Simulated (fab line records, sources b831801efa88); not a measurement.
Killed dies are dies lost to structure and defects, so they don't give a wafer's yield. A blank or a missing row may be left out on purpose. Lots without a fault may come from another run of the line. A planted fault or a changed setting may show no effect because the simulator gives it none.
Which tool did it? | flow gf180mcu | 24 lots, 72 wafers sampled, at 4 steps of a route of 602

WHAT THE GAUGES READ, wafer by wafer
GF_M1_THK_MEAS_06: measures by xrf. Usual: M1_ALCU_THK 453 nm, standard deviation 5.1.
lot  | measured     | on            | M1_ALCU_THK (nm) | flag
L074 | day 15 22:41 | film_metro-04 | 444 451 443      |
L075 | day 16 14:10 | film_metro-04 | 446 448 449      |
L076 | day 16 22:45 | film_metro-04 | 440 449 449      |
L077 | day 17 02:26 | film_metro-03 | 461 452 453      |
L078 | day 17 12:50 | film_metro-03 | 460 463 464      |
L079 | day 17 18:17 | film_metro-03 | 453 454 451      |
L080 | day 18 09:46 | film_metro-02 | 458 460 451      |
L081 | day 18 17:27 | film_metro-04 | 451 454 452      |
L082 | day 19 02:27 | film_metro-03 | 449 448 450      |
L083 | day 19 09:41 | film_metro-02 | 451 453 451      |
L084 | day 19 22:43 | film_metro-03 | 447 449 451      |
L085 | day 20 03:03 | film_metro-03 | 458 465 462      |
L086 | day 20 21:46 | film_metro-02 | 459 468 457      |
L087 | day 21 09:22 | film_metro-03 | 456 459 448      |
L088 | day 21 12:42 | film_metro-03 | 453 455 452      |
L089 | day 21 18:17 | film_metro-03 | 451 450 454      |
L090 | day 22 01:13 | film_metro-04 | 457 452 456      |
L091 | day 22 13:04 | film_metro-03 | 451 445 455      |
L092 | day 22 21:29 | film_metro-04 | 453 452 448      |
L093 | day 23 04:07 | film_metro-02 | 449 456 449      |
L094 | day 23 08:11 | film_metro-02 | 459 454 454      |
L095 | day 23 19:35 | film_metro-02 | 452 456 452      |
L096 | day 24 03:45 | film_metro-03 | 450 452 449      |
L097 | day 24 10:20 | film_metro-03 | 454 459 459      |

GF_V2_THK_MEAS_01. Usual: V2_CVD_00_THK 600 nm, standard deviation 5.8.
lot  | measured     | on            | V2_CVD_00_THK (nm) | flag
L074 | day 18 23:45 | film_metro-02 | 606 605 612        |
L075 | day 19 16:13 | film_metro-04 | 598 603 595        |
L076 | day 20 01:55 | film_metro-02 | 608 602 603        |
L077 | day 20 05:04 | film_metro-04 | 612 596 601        |
L078 | day 20 15:49 | film_metro-01 | 593 603 589        |
L079 | day 20 23:04 | film_metro-01 | 605 599 607        |
L080 | day 21 14:29 | film_metro-02 | 603 597 601        |
L081 | day 21 21:22 | film_metro-04 | 596 598 600        |
L082 | day 22 05:49 | film_metro-04 | 602 600 615        |
L083 | day 22 10:49 | film_metro-04 | 611 595 596        |
L084 | day 23 02:21 | film_metro-01 | 604 594 596        |
L085 | day 23 04:20 | film_metro-04 | 608 603 602        |
L086 | day 23 23:21 | film_metro-04 | 602 603 599        |
L087 | day 24 10:25 | film_metro-04 | 601 601 604        |
L088 | day 24 12:52 | film_metro-02 | 599 597 603        |
L089 | day 24 18:45 | film_metro-04 | 594 597 606        |
L090 | day 25 02:02 | film_metro-01 | 595 599 604        |
L091 | day 25 12:01 | film_metro-04 | 588 592 601        |
L092 | day 25 19:38 | film_metro-01 | 597 589 603        |
L093 | day 26 01:49 | film_metro-01 | 597 589 598        |
L094 | day 26 05:58 | film_metro-04 | 606 594 605        |
L095 | day 26 15:58 | film_metro-02 | 594 602 601        |
L096 | day 26 23:15 | film_metro-02 | 604 595 602        |
L097 | day 27 05:50 | film_metro-01 | 605 607 609        |

GF_V2_THK_MEAS_03. Usual: V2_CVD_02_THK 849 nm, standard deviation 11.
lot  | measured     | on            | V2_CVD_02_THK (nm) | flag
L074 | day 18 23:53 | film_metro-01 | 837 852 845        |
L075 | day 19 16:20 | film_metro-01 | 856 867 866        |
L076 | day 20 02:03 | film_metro-04 | 838 850 859        |
L077 | day 20 05:11 | film_metro-04 | 858 839 841        |
L078 | day 20 15:56 | film_metro-04 | 841 848 848        |
L079 | day 20 23:11 | film_metro-02 | 841 840 845        |
L080 | day 21 14:37 | film_metro-01 | 843 852 853        |
L081 | day 21 21:32 | film_metro-04 | 842 865 856        |
L082 | day 22 05:56 | film_metro-02 | 841 858 862        |
L083 | day 22 10:57 | film_metro-01 | 836 847 825        |
L084 | day 23 02:29 | film_metro-01 | 849 852 868        |
L085 | day 23 04:28 | film_metro-01 | 852 845 852        |
L086 | day 23 23:29 | film_metro-01 | 843 849 856        |
L087 | day 24 10:32 | film_metro-01 | 847 856 861        |
L088 | day 24 12:59 | film_metro-02 | 839 839 855        |
L089 | day 24 18:53 | film_metro-01 | 830 831 853        |
L090 | day 25 02:10 | film_metro-04 | 838 857 852        |
L091 | day 25 12:09 | film_metro-01 | 831 852 845        |
L092 | day 25 19:46 | film_metro-04 | 848 836 861        |
L093 | day 26 01:59 | film_metro-01 | 854 872 877        |
L094 | day 26 06:05 | film_metro-04 | 848 847 859        |
L095 | day 26 16:08 | film_metro-01 | 856 856 870        |
L096 | day 26 23:23 | film_metro-02 | 829 837 848        |
L097 | day 27 05:58 | film_metro-02 | 859 847 862        |

WHICH TOOL RAN EACH LOT (tool, then ch and the chambers of the sampled wafers, then the start)
lot  | GF_V1_CMP_04
L074 | cmp-01 ch 1,2,3, day 16 21:44
L075 | cmp-01 ch 2,3, day 17 13:58
L076 | cmp-02 ch 1,2,3, day 17 23:10
L077 | cmp-01 ch 0,2,3, day 18 02:18
L078 | cmp-01 ch 0,1,2, day 18 13:01
L079 | cmp-02 ch 1,2,3, day 18 18:59
L080 | cmp-01 ch 0,2,3, day 19 11:12
L081 | cmp-02 ch 1,2,3, day 19 18:24
L082 | cmp-01 ch 1,3, day 20 03:56
L083 | cmp-01 ch 1,2,3, day 20 10:18
L084 | cmp-02 ch 0,3, day 20 23:36
L085 | cmp-02 ch 0,1,3, day 21 04:13
L086 | cmp-01 ch 2,3, day 21 23:02
L087 | cmp-02 ch 1,2,3, day 22 09:48
L088 | cmp-02 ch 0,1,3, day 22 12:07
L089 | cmp-02 ch 0,2,3, day 22 18:53
L090 | cmp-02 ch 0,3, day 23 02:21
L091 | cmp-01 ch 0,3, day 23 13:17
L092 | cmp-02 ch 1,2,3, day 23 21:14
L093 | cmp-01 ch 2,3, day 24 03:55
L094 | cmp-02 ch 0,2,3, day 24 07:16
L095 | cmp-01 ch 1,2,3, day 24 18:31
L096 | cmp-01 ch 1,2, day 25 02:49
L097 | cmp-01 ch 1,3, day 25 09:09
- GF_V1_CMP_04: polishes SiO2.

WHAT THE TOOLS THEMSELVES READ (means of the sampled wafers that have a number; where no wafer has one, the mark that the record gives instead)
GF_V1_CMP_04. Usual: motor_current_A 12.9 A, standard deviation 0.98; time_to_endpoint_s 97 s, standard deviation 4.9.
lot  | tool   | motor_current_A (A) | time_to_endpoint_s (s) | flag
L074 | cmp-01 | 13.0                | 97                     |
L075 | cmp-01 | 13.3                | 97                     |
L076 | cmp-02 | 13.3                | 90                     |
L077 | cmp-01 | 12.6                | 96                     |
L078 | cmp-01 | 11.8                | 100                    |
L079 | cmp-02 | 13.5                | 98                     |
L080 | cmp-01 | 12.9                | 101                    |
L081 | cmp-02 | 13.3                | 94                     |
L082 | cmp-01 | 12.8                | 98                     |
L083 | cmp-01 | 12.9                | 93                     |
L084 | cmp-02 | 13.2                | 98                     |
L085 | cmp-02 | 13.2                | 98                     |
L086 | cmp-01 | 13.3                | 96                     |
L087 | cmp-02 | 13.8                | 98                     |
L088 | cmp-02 | 13.3                | 99                     |
L089 | cmp-02 | 13.2                | 98                     |
L090 | cmp-02 | 13.2                | 95                     |
L091 | cmp-01 | 13.6                | 102                    |
L092 | cmp-02 | 13.5                | 98                     |
L093 | cmp-01 | 13.3                | 98                     |
L094 | cmp-02 | 12.9                | 97                     |
L095 | cmp-01 | 12.8                | 98                     |
L096 | cmp-01 | 11.8                | 98                     |
L097 | cmp-01 | 13.0                | 88                     |

THE ANSWER, worked out from the rows above alone
Rule: a lot is off if the mean of its wafers that have a number lies more than 3 standard deviations from the usual mean. A lot without any number at a reading at which 4 lots or more have one is off too. The other lots that the step has rows for count as sound. The gauges are gone through in route order, then the tools' own readings, and for those a lot's mean is taken as printed above. The first step at which some lot is off is used, and at that step the reading that is off furthest; a lot without a number counts as furthest.
No lot is off at any reading shown: from this, nothing can be told.

WHAT THE SIMULATOR HAD PUT IN
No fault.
